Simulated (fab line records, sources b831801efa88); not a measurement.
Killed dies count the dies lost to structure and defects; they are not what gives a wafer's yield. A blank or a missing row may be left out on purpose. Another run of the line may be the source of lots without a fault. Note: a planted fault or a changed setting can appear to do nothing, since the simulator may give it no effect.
Matching of chambers ; flow sky130 ; 3 sister chambers for SKY_PASSIVATION_CVD_00 on pecvd-02
The step deposits SiO2, target thk 90 nm. 6 wafers are shown with their chamber, then 10 later ones without.

WAFERS PAIRED WITH THEIR CHAMBERS
wafer;chamber;heaterPowerW (W)
L084.2;1;621
L086.3;1;701
L086.5;0;561
L086.6;2;594
L088.2;2;526
L088.3;0;600

WAFERS WITHOUT THEIR CHAMBER
wafer;heaterPowerW (W)
L088.5;531
L090.1;594
L090.2;567
L090.5;567
L094.4;621
L094.5;507
L094.6;537
L095.1;599
L095.4;618
L095.6;528

WHICH CHAMBER EACH WENT THROUGH
wafer;from the rows above;in truth
L088.5;can't be placed: 2 or 0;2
L090.1;can't be placed: 0 or 2 or 1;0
L090.2;can't be placed: 2 or 0 or 1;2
L090.5;can't be placed: 2 or 0 or 1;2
L094.4;can't be placed: 1 or 0 or 2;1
L094.5;can't be placed: 2 or 0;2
L094.6;can't be placed: 2 or 0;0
L095.1;can't be placed: 0 or 2 or 1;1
L095.4;can't be placed: 0 or 1 or 2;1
L095.6;can't be placed: 2 or 0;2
Correct placement for 0 of the 10. Can't be placed from these rows: 10 (the true chamber is among the candidates in 10). Wrongly placed: 0.
How it was worked out, from the rows above alone: a wafer's distance from a chamber is the root of the sum, over the readings, of the square of ((its reading less the chamber's mean) divided by the reading's scatter). The wafer belongs to the nearest chamber; if the next one is less than 2 further off, it can't be placed. A chamber's mean is the mean of its shown wafers. The scatter is the square root of a quotient: the sum, over the shown wafers, of each reading's squared deviation from its chamber's mean, divided by wafers minus chambers.
